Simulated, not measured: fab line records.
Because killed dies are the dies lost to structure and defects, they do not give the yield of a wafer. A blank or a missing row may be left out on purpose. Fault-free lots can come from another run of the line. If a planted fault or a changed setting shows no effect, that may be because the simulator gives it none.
Which of the tools did it? -- flow sky130 -- Sampling: 14 lots, 42 wafers, 5 of 708 route steps

WHAT EACH GAUGE READ, for each wafer
SKY_SONOS_ONO_THK_MEAS_01. Usual: SONOS_ONO_OXIDATION_THK typically reads 2.60 nm, with standard deviation 0.058.
lot,measured,on,SONOS_ONO_OXIDATION_THK (nm),flag
L434,day 11 11:01,filmMetro-01,2.70 2.59 2.67,
L435,day 11 13:04,filmMetro-03,2.59 2.61 2.53,
L436,day 12 00:31,filmMetro-01,2.55 2.61 2.51,
L437,day 12 04:04,filmMetro-03,2.60 2.65 2.64,
L439,day 14 04:02,filmMetro-03,2.56 2.63 2.58,
L444,day 14 18:40,filmMetro-01,2.78 2.68 2.73,
L443,day 14 21:32,filmMetro-01,2.72 2.62 2.68,
L448,day 16 12:59,filmMetro-04,2.57 2.62 2.57,
L449,day 17 06:42,filmMetro-01,2.62 2.54 2.52,
L451,day 17 22:58,filmMetro-01,2.60 2.57 2.62,
L453,day 18 18:10,filmMetro-03,2.54 2.59 2.57,
L454,day 19 02:29,filmMetro-01,2.60 2.67 2.48,
L455,day 19 06:52,filmMetro-04,2.56 2.57 2.61,
L457,day 19 12:10,filmMetro-01,2.59 2.59 2.58,

SKY_SONOS_ONO_OVL_MEAS_14. Usual: SONOS_ONO_OVL typically reads -0.6 nm, with standard deviation 1.3.
lot,measured,on,SONOS_ONO_OVL (nm),flag
L434,day 12 14:53,overlay-02,1.4 1.5 1.7,
L435,day 12 18:50,overlay-01,0.8 -1.0 -0.4,
L436,day 13 04:43,overlay-02,-1.4 -2.8 -1.1,
L437,day 13 08:50,overlay-02,-0.5 -1.4 -0.8,
L439,day 15 08:44,overlay-01,-0.8 0.6 0.8,
L444,day 15 23:53,overlay-02,-1.2 -1.0 0.5,
L443,day 16 04:08,overlay-02,-1.2 -1.6 -1.9,
L448,day 17 21:26,overlay-02,0.3 -0.5 3.0,
L449,day 18 14:01,overlay-02,1.8 1.9 2.3,
L451,day 19 07:29,overlay-01,-1.2 -2.1 -0.5,
L453,day 20 02:37,overlay-02,-0.2 -1.0 0.1,
L454,day 20 11:17,overlay-01,-2.4 -0.8 0.1,
L455,day 20 15:29,overlay-01,-1.2 -2.0 -1.5,
L457,day 20 21:14,overlay-01,-0.4 -1.0 -1.0,

SKY_POLY_GATE_THK_MEAS_21. Usual: POLY_GATE_OXIDATION_THK typically reads 4.00 nm, with standard deviation 0.075.
lot,measured,on,POLY_GATE_OXIDATION_THK (nm),flag
L434,day 16 09:50,filmMetro-04,4.01 4.07 3.98,
L435,day 16 15:56,filmMetro-02,4.02 4.10 3.95,
L436,day 17 01:10,filmMetro-04,3.94 3.95 4.04,
L437,day 17 04:44,filmMetro-03,3.94 4.09 4.01,
L439,day 19 17:38,filmMetro-03,4.10 4.14 4.15,
L444,day 20 06:14,filmMetro-02,4.22 4.07 4.24,
L443,day 20 06:14,filmMetro-03,3.99 3.89 4.09,
L448,day 22 05:18,filmMetro-04,3.97 3.97 4.04,
L449,day 23 03:58,filmMetro-02,4.04 3.97 3.99,
L451,day 23 16:55,filmMetro-03,3.84 3.93 3.89,
L453,day 24 07:58,filmMetro-02,4.00 3.96 3.99,
L454,day 24 19:13,filmMetro-02,3.98 3.92 4.03,
L455,day 24 22:46,filmMetro-03,4.07 4.13 4.11,
L457,day 25 10:48,filmMetro-03,4.11 4.09 4.01,

SKY_LDD_P_TW_MEAS_11. Usual: LDD_P_TW typically reads 638, with standard deviation 3.5.
lot,measured,on,LDD_P_TW,flag
L434,day 18 21:28,filmMetro-02,637 638 637,
L435,day 19 04:53,filmMetro-01,637 634 638,
L436,day 19 14:41,filmMetro-03,640 643 641,
L437,day 19 18:17,filmMetro-03,640 641 637,
L439,day 22 06:23,filmMetro-01,638 636 639,
L444,day 22 18:09,filmMetro-02,637 641 641,
L443,day 22 18:43,filmMetro-03,636 634 637,
L448,day 24 19:50,filmMetro-02,619 614 613,OFF
L449,day 25 18:36,filmMetro-03,610 605 607,OFF
L451,day 26 07:06,filmMetro-03,641 636 636,
L453,day 26 20:59,filmMetro-02,644 642 644,
L454,day 27 06:21,filmMetro-01,636 636 637,
L455,day 27 10:14,filmMetro-03,635 632 633,
L457,day 27 22:31,filmMetro-02,641 637 636,

WHAT TOOL EACH LOT RAN ON (gives the tool, then ch and the chambers of the sampled wafers, and finally the start)
lot,SKY_LDD_P_IMPLANT_09
L434,"implanter-02 ch 0, day 18 21:14"
L435,"implanter-02 ch 0, day 19 04:40"
L436,"implanter-01 ch 0, day 19 14:26"
L437,"implanter-02 ch 0, day 19 18:02"
L439,"implanter-03 ch 0, day 22 06:09"
L444,"implanter-03 ch 0, day 22 17:54"
L443,"implanter-02 ch 0, day 22 18:28"
L448,"implanter-02 ch 0, day 24 19:35"
L449,"implanter-02 ch 0, day 25 18:22"
L451,"implanter-01 ch 0, day 26 06:51"
L453,"implanter-03 ch 0, day 26 20:45"
L454,"implanter-03 ch 0, day 27 06:06"
L455,"implanter-03 ch 0, day 27 10:01"
L457,"implanter-02 ch 0, day 27 22:16"
- SKY_LDD_P_IMPLANT_09

AS READ BY THE TOOLS THEMSELVES (means over the sampled wafers that have a number; for cases with no such wafer, the mark the record gives instead)
The record holds no such reading with a usual standard deviation.

THE ANSWER, worked out from the rows above alone
Rule: lot off if the mean of its wafers having a number is beyond 3 standard deviations from the usual mean. A lot without any number at a reading at which 4 lots or more have one is off too. Any other lot the step has rows for is counted as sound. The gauges are gone through in route order, then the tools' own readings, and for those a lot's mean is taken as printed above. At the first step where some lot is off, the reading lying furthest off is the one used; lots without a number count as furthest.
Off: at SKY_LDD_P_TW_MEAS_11 (LDD_P_TW), L448, L449.
A tool fits if, at a process step before that reading, it ran every lot that is off, and no sound lot after the first of them. The gauges at SKY_LDD_P_TW_MEAS_11 are tried like those tools. Of those tried, none fits.

WHAT THE SIMULATOR PUT IN
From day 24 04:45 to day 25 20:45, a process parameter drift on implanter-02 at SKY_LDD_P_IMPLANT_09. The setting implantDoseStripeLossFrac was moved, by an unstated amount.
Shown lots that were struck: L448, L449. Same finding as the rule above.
